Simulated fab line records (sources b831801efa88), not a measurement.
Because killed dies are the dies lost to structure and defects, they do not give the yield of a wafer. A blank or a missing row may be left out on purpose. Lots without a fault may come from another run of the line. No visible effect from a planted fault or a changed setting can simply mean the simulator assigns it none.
The tool behind it: which one? || flow gf180mcu || 13 lots with 39 wafers sampled at 3 steps, on a route of 602 steps

== WHAT THE GAUGES READ, wafer by wafer ==
GF_VT_IMPLANT_TW_MEAS_32.
{"lot": "L629", "measured": "day 6 23:55", "on": "filmMetro-03", "VT_IMPLANT_3_TW": "266.4 266.4 266.2"}
{"lot": "L630", "measured": "day 7 06:11", "on": "filmMetro-03", "VT_IMPLANT_3_TW": "267.9 267.2 267.8"}
{"lot": "L631", "measured": "day 7 15:22", "on": "filmMetro-01", "VT_IMPLANT_3_TW": "266.7 266.1 267.6"}
{"lot": "L632", "measured": "day 7 18:22", "on": "filmMetro-03", "VT_IMPLANT_3_TW": "267.8 268.2 268.1"}
{"lot": "L633", "measured": "day 8 02:43", "on": "filmMetro-04", "VT_IMPLANT_3_TW": "270.1 268.3 268.5"}
{"lot": "L634", "measured": "day 8 10:04", "on": "filmMetro-01", "VT_IMPLANT_3_TW": "269.6 269.3 268.6"}
{"lot": "L635", "measured": "day 8 18:13", "on": "filmMetro-01", "VT_IMPLANT_3_TW": "267.9 269.4 269.8"}
{"lot": "L636", "measured": "day 9 01:16", "on": "filmMetro-01", "VT_IMPLANT_3_TW": "269.9 269.5 267.4"}
{"lot": "L641", "measured": "day 10 05:31", "on": "filmMetro-04", "VT_IMPLANT_3_TW": "306.9 307.8 306.1"}
{"lot": "L646", "measured": "day 11 15:17", "on": "filmMetro-03", "VT_IMPLANT_3_TW": "307.2 305.8 303.5"}
{"lot": "L647", "measured": "day 11 19:14", "on": "filmMetro-03", "VT_IMPLANT_3_TW": "267.4 265.8 264.8"}
{"lot": "L650", "measured": "day 12 14:29", "on": "filmMetro-04", "VT_IMPLANT_3_TW": "267.0 267.4 267.8"}
{"lot": "L652", "measured": "day 13 06:49", "on": "filmMetro-04", "VT_IMPLANT_3_TW": "267.4 267.5 265.3"}

GF_HV_LDD_OVL_MEAS_47.
{"lot": "L629", "measured": "day 12 11:27", "on": "overlay-02", "HV_LDD_03_OVL (nm)": "-3.4 -3.4 -2.8"}
{"lot": "L630", "measured": "day 12 21:32", "on": "overlay-02", "HV_LDD_03_OVL (nm)": "-1.3 0.0 -0.2"}
{"lot": "L631", "measured": "day 13 07:11", "on": "overlay-02", "HV_LDD_03_OVL (nm)": "-1.2 -2.5 -1.2"}
{"lot": "L632", "measured": "day 13 19:09", "on": "overlay-02", "HV_LDD_03_OVL (nm)": "-0.7 -1.6 -2.2"}
{"lot": "L633", "measured": "day 14 02:32", "on": "overlay-01", "HV_LDD_03_OVL (nm)": "-2.5 -0.6 -1.5"}
{"lot": "L634", "measured": "day 14 16:08", "on": "overlay-02", "HV_LDD_03_OVL (nm)": "-3.1 -1.7 -3.3"}
{"lot": "L635", "measured": "day 14 22:53", "on": "overlay-02", "HV_LDD_03_OVL (nm)": "-0.9 -1.2 -0.3"}
{"lot": "L636", "measured": "day 15 14:20", "on": "overlay-02", "HV_LDD_03_OVL (nm)": "-0.8 -1.3 -1.3"}
{"lot": "L641", "measured": "day 16 13:50", "on": "overlay-02", "HV_LDD_03_OVL (nm)": "-2.2 -2.0 -0.8"}
{"lot": "L646", "measured": "day 18 08:57", "on": "overlay-01", "HV_LDD_03_OVL (nm)": "-1.5 -1.3 -0.7"}
{"lot": "L647", "measured": "day 18 15:17", "on": "overlay-01", "HV_LDD_03_OVL (nm)": "-1.6 -1.6 0.3"}
{"lot": "L650", "measured": "day 19 11:38", "on": "overlay-02", "HV_LDD_03_OVL (nm)": "-0.1 1.6 -1.3"}
{"lot": "L652", "measured": "day 20 11:17", "on": "overlay-01", "HV_LDD_03_OVL (nm)": "0.1 1.1 2.0"}

== EACH LOT AND THE TOOL THAT RAN IT (in order: tool; ch and the chambers of the sampled wafers; start) ==
{"lot": "L629", "GF_VT_IMPLANT_IMPLANT_30": "implanter-04 ch 0, day 6 23:41"}
{"lot": "L630", "GF_VT_IMPLANT_IMPLANT_30": "implanter-02 ch 0, day 7 05:56"}
{"lot": "L631", "GF_VT_IMPLANT_IMPLANT_30": "implanter-04 ch 0, day 7 15:07"}
{"lot": "L632", "GF_VT_IMPLANT_IMPLANT_30": "implanter-04 ch 0, day 7 18:08"}
{"lot": "L633", "GF_VT_IMPLANT_IMPLANT_30": "implanter-01 ch 0, day 8 02:28"}
{"lot": "L634", "GF_VT_IMPLANT_IMPLANT_30": "implanter-04 ch 0, day 8 09:49"}
{"lot": "L635", "GF_VT_IMPLANT_IMPLANT_30": "implanter-02 ch 0, day 8 17:58"}
{"lot": "L636", "GF_VT_IMPLANT_IMPLANT_30": "implanter-04 ch 0, day 9 01:01"}
{"lot": "L641", "GF_VT_IMPLANT_IMPLANT_30": "implanter-02 ch 0, day 10 05:16"}
{"lot": "L646", "GF_VT_IMPLANT_IMPLANT_30": "implanter-02 ch 0, day 11 15:04"}
{"lot": "L647", "GF_VT_IMPLANT_IMPLANT_30": "implanter-04 ch 0, day 11 18:59"}
{"lot": "L650", "GF_VT_IMPLANT_IMPLANT_30": "implanter-04 ch 0, day 12 14:14"}
{"lot": "L652", "GF_VT_IMPLANT_IMPLANT_30": "implanter-04 ch 0, day 13 06:35"}
- GF_VT_IMPLANT_IMPLANT_30

== AS READ BY THE TOOLS THEMSELVES (means over the sampled wafers that have a number; for cases with no such wafer, the mark the record gives instead) ==
GF_VT_IMPLANT_IMPLANT_30.
{"lot": "L629", "tool": "implanter-04", "doseIonsCm2": 2.5339e+12, "faradayCurrentUA": 14.40}
{"lot": "L630", "tool": "implanter-02", "doseIonsCm2": 2.5390e+12, "faradayCurrentUA": 14.25}
{"lot": "L631", "tool": "implanter-04", "doseIonsCm2": 2.5336e+12, "faradayCurrentUA": 14.36}
{"lot": "L632", "tool": "implanter-04", "doseIonsCm2": 2.5342e+12, "faradayCurrentUA": 14.02}
{"lot": "L633", "tool": "implanter-01", "doseIonsCm2": 2.5342e+12, "faradayCurrentUA": 14.14}
{"lot": "L634", "tool": "implanter-04", "doseIonsCm2": 2.5360e+12, "faradayCurrentUA": 14.27}
{"lot": "L635", "tool": "implanter-02", "doseIonsCm2": 2.5366e+12, "faradayCurrentUA": 14.02}
{"lot": "L636", "tool": "implanter-04", "doseIonsCm2": 2.5351e+12, "faradayCurrentUA": 14.06}
{"lot": "L641", "tool": "implanter-02", "doseIonsCm2": 4.0502e+12, "faradayCurrentUA": 22.84}
{"lot": "L646", "tool": "implanter-02", "doseIonsCm2": 4.0503e+12, "faradayCurrentUA": 23.08}
{"lot": "L647", "tool": "implanter-04", "doseIonsCm2": 2.5367e+12, "faradayCurrentUA": 14.23}
{"lot": "L650", "tool": "implanter-04", "doseIonsCm2": 2.5346e+12, "faradayCurrentUA": 13.93}
{"lot": "L652", "tool": "implanter-04", "doseIonsCm2": 2.5346e+12, "faradayCurrentUA": 14.27}

== THE ANSWER, worked out from the rows above alone ==
Rule: usual is defined by the lots themselves. Put in order of their means at a reading, lots are off if they are a third of the lots or fewer, leave a main group of 4 or more, and stand apart from it by a gap of 3 or more times the standard deviation of the main group's means; of several such gaps the widest counts. Not used: any main group whose means are identical at the precision the tables above print for the reading. Also off: a lot with no number at a reading for which 4 or more lots have one. Where the step has rows for the other lots, those lots are counted as sound. First the gauges in route order, then the tools' own readings, where a lot's mean is used as printed above. At the first step where some lot is off, the reading lying furthest off is the one used; lots without a number count as furthest.
Off: at GF_VT_IMPLANT_TW_MEAS_32 (VT_IMPLANT_3_TW), L641, L646. Mean 267.7 and standard deviation 1.1 in the main group.
If a tool, at a process step before that reading, ran all the lots that are off and no sound lot after the first of them, it fits. The gauges at GF_VT_IMPLANT_TW_MEAS_32 aren't tried: what is off there is off at GF_VT_IMPLANT_IMPLANT_30 too, on other tools, and a gauge's error can't cause that. One fits: GF_VT_IMPLANT_IMPLANT_30 on implanter-02. A fault onset in the window from L635 (day 8 17:58, its last sound lot) to L641 (day 10 05:16, its first lot off) fits.
The tool's own readings at GF_VT_IMPLANT_IMPLANT_30 bear it out: on the lots that are off they differ by more than 5 times the standard deviation of the sound lots' means. doseIonsCm2 reads 4.0502e+12 there against 2.5353e+12 on the sound lots; faradayCurrentUA reads 22.96 there against 14.18 on the sound lots.

== WHAT THE SIMULATOR PUT IN ==
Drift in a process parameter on implanter-02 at GF_VT_IMPLANT_IMPLANT_30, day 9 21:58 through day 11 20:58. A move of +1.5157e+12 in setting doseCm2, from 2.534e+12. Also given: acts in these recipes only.
Struck lots among those shown: L641, L646. The rule given above showed the same thing.
